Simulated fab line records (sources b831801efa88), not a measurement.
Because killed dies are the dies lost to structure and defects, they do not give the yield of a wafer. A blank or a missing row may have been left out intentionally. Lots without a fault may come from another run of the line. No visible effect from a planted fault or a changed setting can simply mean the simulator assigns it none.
fab line records -- flow sky130
record: lots: 13, wafers: 39, lastDay: 50
route steps=708 shown LDD_P@264 CONTACT@429 METAL2@501 VIA2@508 PAD_OPEN@708
lots that met no fault: taken from a fault-free run of the same line
startH: hours from the record's opening day to when the first of the lot's shown wafers began -- waitH: time in hours since the lot's previous step -- " identical to the entry in the row above -- L1.1+2: a row that stands for several wafers -- - no value, or no start given -- * or withheld: withheld -- < > ~ a bound
route shown NAME@n: NAME is a module with steps in the file, n the number in the route of the first one -- usual: average and standard deviation across the fault-free wafers -- same: alike in all rows -- chamber/n: place in a boat -- sites: per-site readings -- _std_site: the standard deviation of these -- _edge_site: the outer-site mean with the inner-site mean subtracted -- radiusMm: for every site, how far away it sits from the centre of the wafer -- mask NAME#n: copy n -- behind: the tool/chamber that last shaped the wafer -- hold: why the lot was held/for how many hours/how that ended -- device: which transistor (n, p or np) failed to switch -- end of line: tests of these same wafers at the route's end -- where a step has no rows: the recipe by itself -- killed: count of dies lost to structure and defects at first sort (not the wafer's yield) -- map: a wafer's dies, marking killed ones x, the rest . and places with no die _
set.NAME: the setting the step ran with; set.NAME@STEP: the setting that earlier step ran with -- model.NAME: the simulator's own value behind a step, which no gauge read
route steps across a sampled set of lots; one table per step, one row per wafer
services: from which hour (startH, from the record's first day; less than 0 if before it) a tool's chamber was out of use, for how many hours, and why
== steps ==
step: SKY_LDD_P_IMPLANT_09
recipe: species: BF2, energyKev: 25, doseCm2: 1e+13, tiltDeg: withheld
usual: doseIonsCm2: 9.998e+12/1.2e+10
lot.wafer,tool,chamber,startH,waitH,doseIonsCm2
L411.1,implanter-04,0,436.51,0.0,1.0007e+13
L411.3,implanter-04,0,436.51,0.0,9.996e+12
L411.6,implanter-04,0,436.51,0.0,1e+13
L412.1,implanter-03,0,448.56,0.0,1e+13
L412.4,implanter-03,0,448.56,0.0,1.0003e+13
L412.5,implanter-03,0,448.56,0.0,9.996e+12
L413.1,implanter-01,0,465.58,0.0,1.0002e+13
L413.4,implanter-01,0,465.58,0.0,1.0001e+13
L413.6,implanter-01,0,465.58,0.0,9.985e+12
L414.4,implanter-04,0,469.03,0.1,9.972e+12
L414.5,implanter-04,0,469.03,0.1,1.0018e+13
L414.6,implanter-04,0,469.03,0.1,9.988e+12
L415.1,implanter-04,0,472.51,0.0,9.99e+12
L415.3,implanter-04,0,472.51,0.0,9.992e+12
L415.6,implanter-04,0,472.51,0.0,1.0002e+13
L418.3,implanter-04,0,502.36,0.1,9.988e+12
L418.4,implanter-04,0,502.36,0.1,9.98e+12
L418.5,implanter-04,0,502.36,0.1,9.984e+12
L420.2,implanter-01,0,521.57,0.0,1.0016e+13
L420.3,implanter-01,0,521.57,0.0,1.001e+13
L420.4,implanter-01,0,521.57,0.0,9.991e+12
L422.1,implanter-01,0,536.01,0.0,9.989e+12
L422.2,implanter-01,0,536.01,0.0,1.0017e+13
L422.3,implanter-01,0,536.01,0.0,9.991e+12
L428.2,implanter-01,0,585.58,0.0,1.0009e+13
L428.5,implanter-01,0,585.58,0.0,9.993e+12
L428.6,implanter-01,0,585.58,0.0,1.0017e+13
L429.2,implanter-01,0,590.97,0.0,9.679e+12
L429.3,implanter-01,0,590.97,0.0,9.68e+12
L429.4,implanter-01,0,590.97,0.0,9.683e+12
L430.3,implanter-01,0,608.01,0.1,9.673e+12
L430.4,implanter-01,0,608.01,0.1,9.65e+12
L430.5,implanter-01,0,608.01,0.1,9.653e+12
L432.2,implanter-03,0,610.73,0.0,9.994e+12
L432.3,implanter-03,0,610.73,0.0,1.0026e+13
L432.6,implanter-03,0,610.73,0.0,1.0012e+13
L434.4,implanter-04,0,634.59,0.1,1.0005e+13
L434.5,implanter-04,0,634.59,0.1,9.982e+12
L434.6,implanter-04,0,634.59,0.1,9.986e+12
step: SKY_CONTACT_SPUTTER_23
recipe: material: TiN, targetThkNm: 20, chamberPressurePa: 5, powerW: 4000, timeS: 80
usual: chamberPressurePa: 5.000/0.01, throttleValvePct: 30.1/0.91
lot.wafer,tool,chamber,startH,waitH,chamberPressurePa,throttleValvePct
L411.1,pvdSputter-03,-,742.20,0.0,4.982,29.4
L411.3,pvdSputter-03,-,742.20,0.0,5.009,31.2
L411.6,pvdSputter-03,-,742.20,0.0,5.003,29.3
L412.1,pvdSputter-03,-,754.79,0.0,4.993,29.8
L412.4,pvdSputter-03,-,754.79,0.0,5.009,31.0
L412.5,pvdSputter-03,-,754.79,0.0,4.996,30.0
L413.1,pvdSputter-02,-,763.72,0.0,4.993,31.0
L413.4,pvdSputter-02,-,763.72,0.0,5.002,28.7
L413.6,pvdSputter-02,-,763.72,0.0,5.004,32.3
L414.4,pvdSputter-04,-,772.48,0.0,5.011,30.1
L414.5,pvdSputter-04,-,772.48,0.0,4.998,30.0
L414.6,pvdSputter-04,-,772.48,0.0,4.980,29.5
L415.1,pvdSputter-04,-,776.67,0.0,4.993,30.2
L415.3,pvdSputter-04,-,776.67,0.0,4.999,29.3
L415.6,pvdSputter-04,-,776.67,0.0,4.991,30.0
L418.3,pvdSputter-02,-,796.97,0.0,4.993,32.4
L418.4,pvdSputter-02,-,796.97,0.0,5.010,29.0
L418.5,pvdSputter-02,-,796.97,0.0,5.009,30.9
L420.2,pvdSputter-02,-,814.85,0.0,5.007,32.3
L420.3,pvdSputter-02,-,814.85,0.0,4.982,31.1
L420.4,pvdSputter-02,-,814.85,0.0,4.991,28.9
L422.1,pvdSputter-02,-,827.25,0.0,5.018,32.3
L422.2,pvdSputter-02,-,827.25,0.0,4.983,28.8
L422.3,pvdSputter-02,-,827.25,0.0,4.990,31.2
L428.2,pvdSputter-04,-,868.67,0.0,5.002,30.3
L428.5,pvdSputter-04,-,868.67,0.0,4.992,30.3
L428.6,pvdSputter-04,-,868.67,0.0,5.005,30.1
L429.2,pvdSputter-04,-,873.91,0.0,4.977,29.6
L429.3,pvdSputter-04,-,873.91,0.0,5.001,29.8
L429.4,pvdSputter-04,-,873.91,0.0,5.023,30.5
L430.3,pvdSputter-03,-,889.98,0.0,5.008,29.3
L430.4,pvdSputter-03,-,889.98,0.0,5.015,31.3
L430.5,pvdSputter-03,-,889.98,0.0,5.008,30.1
L432.2,pvdSputter-02,-,894.17,0.0,4.996,30.5
L432.3,pvdSputter-02,-,894.17,0.0,4.998,29.0
L432.6,pvdSputter-02,-,894.17,0.0,5.007,28.8
L434.4,pvdSputter-03,-,911.72,0.0,5.002,31.0
L434.5,pvdSputter-03,-,911.72,0.0,5.002,31.2
L434.6,pvdSputter-03,-,911.72,0.0,4.996,29.7
step: SKY_METAL2_ETCH_18
recipe: chemistry: N2/H2, target: BARC, ionEnergyEv: 200, biasW: 100, pressureMtorr: 30, n2FlowSccm: 100, h2FlowSccm: 200, icpW: 500, stopOn: SiO2, timeS: 45.9, targetDepthA: 600
usual: drypumpMotorCurrentA: 5.5/0.53, oesProductAu: 0.855/0.0048, throttleValvePct: 13.226/0.0093
lot.wafer,tool,chamber,startH,waitH,drypumpMotorCurrentA,oesProductAu,rfHoursCounterH,throttleValvePct
L411.1,rieMetal-02,1,826.98,0.1,5.9,0.855,12.6,13.220
L411.3,rieMetal-02,1,826.98,0.1,5.9,0.847,-,13.229
L411.6,rieMetal-02,1,826.98,0.1,5.9,0.854,-,13.234
L412.1,rieMetal-02,1,839.00,0.0,5.9,0.861,13.3,13.229
L412.4,rieMetal-02,1,839.00,0.0,5.9,0.860,-,13.225
L412.5,rieMetal-02,0,839.00,0.0,5.5,0.863,-,13.223
L413.1,rieMetal-01,0,847.72,0.0,4.7,0.849,9.7,13.226
L413.4,rieMetal-01,0,847.72,0.0,4.7,0.851,-,13.234
L413.6,rieMetal-01,1,847.72,0.0,5.9,0.858,-,13.227
L414.4,rieMetal-01,1,856.17,0.0,5.9,0.855,-,13.213
L414.5,rieMetal-01,0,856.17,0.0,4.7,0.859,-,13.229
L414.6,rieMetal-01,1,856.17,0.0,5.9,0.846,-,13.229
L415.1,rieMetal-01,1,860.26,0.0,5.9,0.860,11.7,13.226
L415.3,rieMetal-01,0,860.26,0.0,4.7,0.855,-,13.232
L415.6,rieMetal-01,0,860.26,0.0,4.7,0.849,-,13.230
L418.3,rieMetal-01,0,878.93,0.0,4.7,0.862,-,13.215
L418.4,rieMetal-01,1,878.93,0.0,5.9,0.855,-,13.220
L418.5,rieMetal-01,0,878.93,0.0,4.8,0.860,-,13.228
L420.2,rieMetal-01,0,897.41,0.0,4.7,0.858,11.8,13.224
L420.3,rieMetal-01,0,897.41,0.0,4.7,0.859,-,13.237
L420.4,rieMetal-01,1,897.41,0.0,5.9,0.851,-,13.220
L422.1,rieMetal-03,1,908.30,0.0,6.2,0.848,7.9,13.234
L422.2,rieMetal-03,0,908.30,0.0,5.1,0.852,10.1,13.228
L422.3,rieMetal-03,0,908.30,0.0,5.1,0.856,-,13.211
L428.2,rieMetal-01,1,948.20,0.0,5.9,0.855,15.8,13.208
L428.5,rieMetal-01,0,948.20,0.0,4.7,0.852,-,13.224
L428.6,rieMetal-01,1,948.20,0.0,5.9,0.861,-,13.228
L429.2,rieMetal-02,0,954.17,0.0,5.5,0.860,11.3,13.223
L429.3,rieMetal-02,1,954.17,0.0,5.8,0.855,-,13.215
L429.4,rieMetal-02,0,954.17,0.0,5.4,0.850,-,13.206
L430.3,rieMetal-03,0,967.90,0.0,5.1,0.857,-,13.234
L430.4,rieMetal-03,1,967.90,0.0,6.2,0.848,-,13.209
L430.5,rieMetal-03,1,967.90,0.0,6.2,0.858,-,13.212
L432.2,rieMetal-01,1,973.16,0.0,5.9,0.857,17.3,13.222
L432.3,rieMetal-01,1,973.16,0.0,5.9,0.851,-,13.219
L432.6,rieMetal-01,1,973.16,0.0,5.9,0.863,-,13.247
L434.4,rieMetal-01,0,990.78,0.0,4.8,0.863,-,13.223
L434.5,rieMetal-01,0,990.78,0.0,4.7,0.860,-,13.229
L434.6,rieMetal-01,1,990.78,0.0,5.9,0.856,-,13.224
step: SKY_VIA2_THK_MEAS_01
recipe: reads: SiO2_of_VIA2_HDPCVD_00
usual: VIA2_HDPCVD_THK: 1175/17
lot.wafer,tool,chamber,startH,waitH,VIA2_HDPCVD_THK[nm]
L411.1,filmMetro-04,-,828.05,0.1,1195
L411.3,filmMetro-04,-,828.05,0.1,1215
L411.6,filmMetro-04,-,828.05,0.1,1167
L412.1,filmMetro-03,-,839.91,0.1,1160
L412.4,filmMetro-03,-,839.91,0.1,1182
L412.5,filmMetro-03,-,839.91,0.1,1151
L413.1,filmMetro-04,-,848.60,0.1,1180
L413.4,filmMetro-04,-,848.60,0.1,1174
L413.6,filmMetro-04,-,848.60,0.1,1182
L414.4,filmMetro-01,-,857.05,0.0,1167
L414.5,filmMetro-01,-,857.05,0.0,1180
L414.6,filmMetro-01,-,857.05,0.0,1194
L415.1,filmMetro-01,-,861.17,0.1,1189
L415.3,filmMetro-01,-,861.17,0.1,1157
L415.6,filmMetro-01,-,861.17,0.1,1169
L418.3,filmMetro-03,-,879.83,0.1,1167
L418.4,filmMetro-03,-,879.83,0.1,1180
L418.5,filmMetro-03,-,879.83,0.1,1177
L420.2,filmMetro-01,-,898.32,0.1,1156
L420.3,filmMetro-01,-,898.32,0.1,1207
L420.4,filmMetro-01,-,898.32,0.1,1193
L422.1,filmMetro-03,-,909.20,0.1,1176
L422.2,filmMetro-03,-,909.20,0.1,1174
L422.3,filmMetro-03,-,909.20,0.1,1164
L428.2,filmMetro-01,-,949.08,0.1,1155
L428.5,filmMetro-01,-,949.08,0.1,1164
L428.6,filmMetro-01,-,949.08,0.1,1184
L429.2,filmMetro-04,-,955.06,0.1,1185
L429.3,filmMetro-04,-,955.06,0.1,1181
L429.4,filmMetro-04,-,955.06,0.1,1163
L430.3,filmMetro-04,-,968.86,0.1,1187
L430.4,filmMetro-04,-,968.86,0.1,1159
L430.5,filmMetro-04,-,968.86,0.1,1204
L432.2,filmMetro-01,-,974.04,0.1,1176
L432.3,filmMetro-01,-,974.04,0.1,1165
L432.6,filmMetro-01,-,974.04,0.1,1154
L434.4,filmMetro-04,-,991.66,0.0,1169
L434.5,filmMetro-04,-,991.66,0.0,1190
L434.6,filmMetro-04,-,991.66,0.0,1160
step: SKY_PAD_OPEN_PROBE_99
usual: killed_at_M0_to_M3: 44/6.8, killed_at_M4_up: 2.9/1.7, killedAtContacts: 24/5.2, killedAtFrontEnd: 15/4, killedAtOther: 0.2/0.44, killedDies: 86/9.9, killedOnRim: 17/3.7, killedOpen: 47/7.9, killedShort: 39/6.3
same: grossDies: 492, killedAtBackSide: 0
lot.wafer,tool,chamber,startH,waitH,killed_at_M0_to_M3,killed_at_M4_up,killedAtContacts,killedAtFrontEnd,killedAtOther,killedDies,killedOnRim,killedOpen,killedShort
L414.4,prober-02,-,1105.33,0.2,49,7,16,17,1,90,19,42,48
L414.5,prober-02,-,1105.38,0.2,50,4,20,18,0,92,28,48,42
L414.6,prober-02,-,1105.43,0.2,48,3,21,22,0,94,19,52,42
L428.2,prober-02,-,1175.34,0.1,33,1,23,12,0,69,9,34,35
L428.5,prober-02,-,1175.49,0.2,57,1,20,16,1,95,17,48,47
L428.6,prober-02,-,1175.54,0.2,31,6,16,13,0,66,11,31,35
L429.2,prober-01,-,1178.48,0.1,39,6,20,14,0,79,16,31,48
L429.3,prober-01,-,1178.53,0.2,68,1,17,20,0,106,14,57,49
L429.4,prober-01,-,1178.58,0.2,41,1,21,19,0,82,15,49,33
L430.3,prober-02,-,1186.43,0.2,37,6,13,10,0,66,17,27,39
L430.4,prober-02,-,1186.48,0.2,45,3,25,16,0,89,18,48,41
L430.5,prober-02,-,1186.53,0.2,33,4,24,20,0,81,19,36,45
killed by level:class
L414.4 VIA2:geometricParticle:open=11 METAL1:geometricParticle:short=10 CONTACT:geometricParticle:open=8 POLY_GATE:geometricParticle:short=7 METAL4:geometricParticle:short=6 VIA1:geometricParticle:open=6 FIELD_ISO:geometricParticle:open=5 METAL2:geometricParticle:short=5
L414.5 CONTACT:geometricParticle:open=11 METAL2:geometricParticle:short=10 VIA1:geometricParticle:open=8 METAL1:geometricParticle:short=6 POLY_GATE:geometricParticle:short=5 POLY_GATE:geometricParticle:open=5 VIA1:geometricParticle:short=5 VIA3:geometricParticle:open=5
L414.6 VIA1:geometricParticle:open=14 VIA2:geometricParticle:open=9 POLY_GATE:geometricParticle:open=8 METAL1:geometricParticle:short=7 LI_CONTACT:geometricParticle:open=6 CONTACT:geometricParticle:short=6 POLY_GATE:geometricParticle:short=5 CONTACT:geometricParticle:open=5
L428.2 CONTACT:geometricParticle:open=11 METAL2:geometricParticle:short=8 METAL1:geometricParticle:short=5 VIA3:geometricParticle:open=5 LI_CONTACT:geometricParticle:open=4 CONTACT:geometricParticle:short=4 VIA2:geometricParticle:short=4 VIA2:geometricParticle:open=4
L428.5 VIA1:geometricParticle:open=14 CONTACT:geometricParticle:open=8 VIA2:geometricParticle:open=8 VIA3:geometricParticle:open=7 METAL1:geometricParticle:short=6 VIA1:geometricParticle:short=6 METAL2:geometricParticle:short=6 FIELD_ISO:geometricParticle:short=5
L428.6 LOCAL_INTERCONNECT:geometricParticle:short=7 VIA1:geometricParticle:open=7 POLY_GATE:geometricParticle:short=6 VIA3:geometricParticle:open=5 LI_CONTACT:geometricParticle:open=4 METAL2:geometricParticle:short=4 CONTACT:geometricParticle:open=3 METAL1:geometricParticle:short=3
L429.2 VIA1:geometricParticle:open=9 VIA1:geometricParticle:short=7 LOCAL_INTERCONNECT:geometricParticle:short=6 FIELD_ISO:geometricParticle:short=5 CONTACT:geometricParticle:open=5 CONTACT:geometricParticle:short=5 POLY_GATE:geometricParticle:open=4 METAL2:geometricParticle:short=4
L429.3 VIA1:geometricParticle:open=23 METAL1:geometricParticle:short=11 FIELD_ISO:geometricParticle:open=9 METAL2:geometricParticle:short=9 CONTACT:geometricParticle:open=7 VIA1:geometricParticle:short=5 VIA3:geometricParticle:short=5 VIA3:geometricParticle:open=5
L429.4 VIA1:geometricParticle:open=9 VIA3:geometricParticle:open=9 CONTACT:geometricParticle:open=8 POLY_GATE:geometricParticle:short=7 LOCAL_INTERCONNECT:geometricParticle:short=6 VIA2:geometricParticle:open=6 METAL1:geometricParticle:short=5 FIELD_ISO:geometricParticle:open=4
L430.3 VIA1:geometricParticle:open=10 METAL2:geometricParticle:short=8 CONTACT:geometricParticle:short=5 FIELD_ISO:geometricParticle:open=4 FIELD_ISO:geometricParticle:short=4 METAL3:geometricParticle:short=4 LI_CONTACT:geometricParticle:short=3 LI_CONTACT:geometricParticle:open=3
L430.4 VIA1:geometricParticle:open=11 VIA1:geometricParticle:short=8 LI_CONTACT:geometricParticle:open=7 CONTACT:geometricParticle:short=6 CONTACT:geometricParticle:open=6 VIA2:geometricParticle:open=6 VIA3:geometricParticle:open=6 LOCAL_INTERCONNECT:geometricParticle:short=5
L430.5 VIA1:geometricParticle:short=8 FIELD_ISO:geometricParticle:short=7 CONTACT:geometricParticle:short=7 FIELD_ISO:geometricParticle:open=6 VIA1:geometricParticle:open=6 CONTACT:geometricParticle:open=6 LI_CONTACT:geometricParticle:open=5 VIA3:geometricParticle:open=5
== services ==
tool,chamber,startH,hours,kind
implanter-04,-,427.66,2.7,repair
rieMetal-01,-,431.88,2.8,pm
pvdSputter-04,-,470.79,13.3,repair
pvdSputter-03,-,489.86,1.2,repair
pvdSputter-04,-,497.02,3.9,repair
implanter-04,-,507.27,3.5,repair
pvdSputter-03,-,509.13,4.3,repair
rieMetal-01,-,538.47,1.4,pm
implanter-04,-,541.09,4.4,pm
rieMetal-01,1,542.69,6.7,repair
pvdSputter-04,-,550.17,1.0,repair
pvdSputter-04,-,584.20,2.3,repair
implanter-01,-,593.28,2.6,repair
rieMetal-01,-,623.63,0.3,repair
implanter-04,-,651.84,1.7,repair
implanter-04,-,670.52,4.6,pm
implanter-01,-,694.65,3.7,pm
implanter-01,-,727.17,2.0,repair
implanter-04,-,736.74,2.8,repair
implanter-01,-,758.13,1.7,repair
implanter-04,-,855.25,1.9,repair
pvdSputter-02,-,858.43,1.9,repair
implanter-01,-,912.18,1.6,repair
implanter-01,-,937.55,4.4,pm
== key ==
firstSign: step: SKY_LDD_P_IMPLANT_09, reading: doseIonsCm2, direction: down, sigmas: 28, usual: *, struck: *
effect none on later readings
metAt SKY_LDD_P_IMPLANT_09
struckLots L429,L430
testerLeftOut L429,L430
notActingAt SKY_CONTACT_SPUTTER_23,SKY_METAL2_ETCH_18,SKY_VIA2_THK_MEAS_01
onsetBetween 585.58 590.97
fault: kind: processParameterDrift, tool: implanter-01, chamber: -, onsetH: 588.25, steps: SKY_LDD_P_IMPLANT_09, channel: doseCm2, offset: *, shape: step, endH: 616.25, actsIn: *, stated: *
testerLeftOut: of these lots the tester's yield and bins aren't shown, on N5 and GAA mostly nor the transistor test; their killed dies are dies lost to structure and defects alone, not to doping, threshold or leakage, so they don't give the yield
